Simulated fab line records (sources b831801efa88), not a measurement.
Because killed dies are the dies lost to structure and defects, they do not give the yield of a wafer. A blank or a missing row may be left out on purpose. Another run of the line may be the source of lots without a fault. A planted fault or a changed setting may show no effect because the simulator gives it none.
A lot that was struck, set against a sound lot | flow sky130 | 19 steps out of a route of 708
Sound: wafers L214.1, L214.2, L214.3. Struck: wafer L224.2. (L224.4, L224.6 of the same lot were not struck and are left out.) The cause comes at the end.
At each step with rows: each side's tool, then ch and its chambers, then its first start. Under that, the readings that differ: sound wafers | struck wafers | difference of the means | sigmas: that difference in standard deviations of wafers without a fault.
alike: readings whose means differ by less than 2 such deviations, and words and numbers that are the same on both sides. not compared: withheld readings, readings that some wafer has no value for, bounds like >300 that may hide the same value, and numbers for which the record gives no deviation and whose values overlap.
Wherever a step has rows on one side only, a row that says differs or no value, or a row with sigmas, the two part there. Numbers that don't overlap but have no deviation are shown without sigmas and don't part them. A reading that every wafer of one side lacks parts them only if that side has two wafers or more.

SKY_VIA1_ETCH_15: etches SiO2 in C4F8/O2/Ar, stops on TiN, target depth 351 nm, time 54 s.
  sound on rie_diel-04 ch 0,1,2, day 34 14:29; struck on rie_diel-02 ch 0, day 38 07:04
  alike: oes_product_au
  not compared: rf_hours_counter_h
then, 4 steps without rows for these wafers: SKY_VIA1_STRIP_16 (strips in O2/N2); SKY_VIA1_STRIP_17 (strips in post etch residue remover, time 1200 s); SKY_VIA1_CLEAN_18 (cleans in IPA, time 180 s); SKY_VIA1_CLEAN_19 (cleans in O3/DIW).
SKY_VIA1_SPUTTER_20: material TiN, target thk 20 nm, time 80 s.
  sound on pvd_sputter-02, day 34 15:08; struck on pvd_sputter-04, day 38 07:42
  alike: throttle_valve_pct
SKY_VIA1_CVD_21: deposits W, target thk 270 nm, time 80.902 s.
  sound on cvd_w-01 ch 0,1, day 34 15:11; struck on cvd_w-02 ch 0, day 38 07:46
  alike: heater_power_w
SKY_VIA1_RS_MEAS_22: the measuring method here is four-point-probe.
  sound on film_metro-02, day 34 15:17; struck on film_metro-03, day 38 07:53
  alike: VIA1_W_RS
SKY_VIA1_THK_MEAS_23: measures by xrf.
  sound on film_metro-02, day 34 15:24; struck on film_metro-03, day 38 07:59
  alike: VIA1_W_THK
then, 1 step without rows for these wafers: SKY_VIA1_CMP_24 (polishes, stops on SiO2, t overpolish 15 s, target thk 0 nm).
SKY_METAL2_SPUTTER_00: material Ti, target thk 15 nm, time 10 s.
  sound on pvd_sputter-04, day 34 15:46; struck on pvd_sputter-03, day 38 08:20
  alike: throttle_valve_pct
then, 1 step without rows for these wafers: SKY_METAL2_SPUTTER_01 (material TiN, target thk 20 nm, time 16.7 s).
SKY_METAL2_SPUTTER_02: material AlCu, target thk 250 nm, time 13.3 s.
  sound on pvd_sputter-04, day 34 15:49; struck on pvd_sputter-03, day 38 08:23
  reading                                     | sound           | struck | difference | sigmas
  model.AlCu_of_METAL2_SPUTTER_02.thk_nm (nm) | 247.7 250 247.7 | 290.9  | +42.4      |
  alike: throttle_valve_pct
SKY_METAL2_SPUTTER_03: material Ti, target thk 5 nm, time 3.3 s.
  sound on pvd_sputter-04, day 34 15:50; struck on pvd_sputter-03, day 38 08:25
  alike: throttle_valve_pct
then, 1 step without rows for these wafers: SKY_METAL2_SPUTTER_04 (material TiN, target thk 70 nm, time 58.3 s).
SKY_METAL2_RS_MEAS_05: the measuring method here is four-point-probe.
  sound on film_metro-04, day 34 15:54; struck on film_metro-01, day 38 08:30
  reading                 | sound                | struck | difference | sigmas
  METAL2_ALCU_RS (ohm/sq) | 0.1280 0.1265 0.1279 | 0.1082 | -0.0193    | -11
SKY_METAL2_THK_MEAS_06: measures by xrf.
  sound on film_metro-04, day 34 16:01; struck on film_metro-01, day 38 08:37
  reading              | sound       | struck | difference | sigmas
  METAL2_ALCU_THK (nm) | 247 250 248 | 292    | +44        | +14
then, 1 step without rows for these wafers: SKY_METAL2_DEHYDRATE_07 (time 60 s).
-- the record jumps here: 11 days lie between the struck wafers' starts before and after (it left off in module METAL2 and takes up again in module PAD_OPEN, whose first step shown is number 708 of the route) --
SKY_PAD_OPEN_PROBE_99:
  sound on prober-01, day 46 06:02; struck on prober-02, day 49 01:33
  reading                      | sound                | struck | difference | sigmas
  model.etest.met2.line_ohm_um | 0.9421 0.9614 0.9197 | 0.7796 | -0.1615    |
  model.etest.met2.rs_ohm_sq   | 0.1298 0.1294 0.1297 | 0.1105 | -0.0191    |

WHERE THEY PART
Last at SKY_METAL2_THK_MEAS_06 as far as this record goes, first at SKY_METAL2_RS_MEAS_05.

WHY: what had been put in by the simulator
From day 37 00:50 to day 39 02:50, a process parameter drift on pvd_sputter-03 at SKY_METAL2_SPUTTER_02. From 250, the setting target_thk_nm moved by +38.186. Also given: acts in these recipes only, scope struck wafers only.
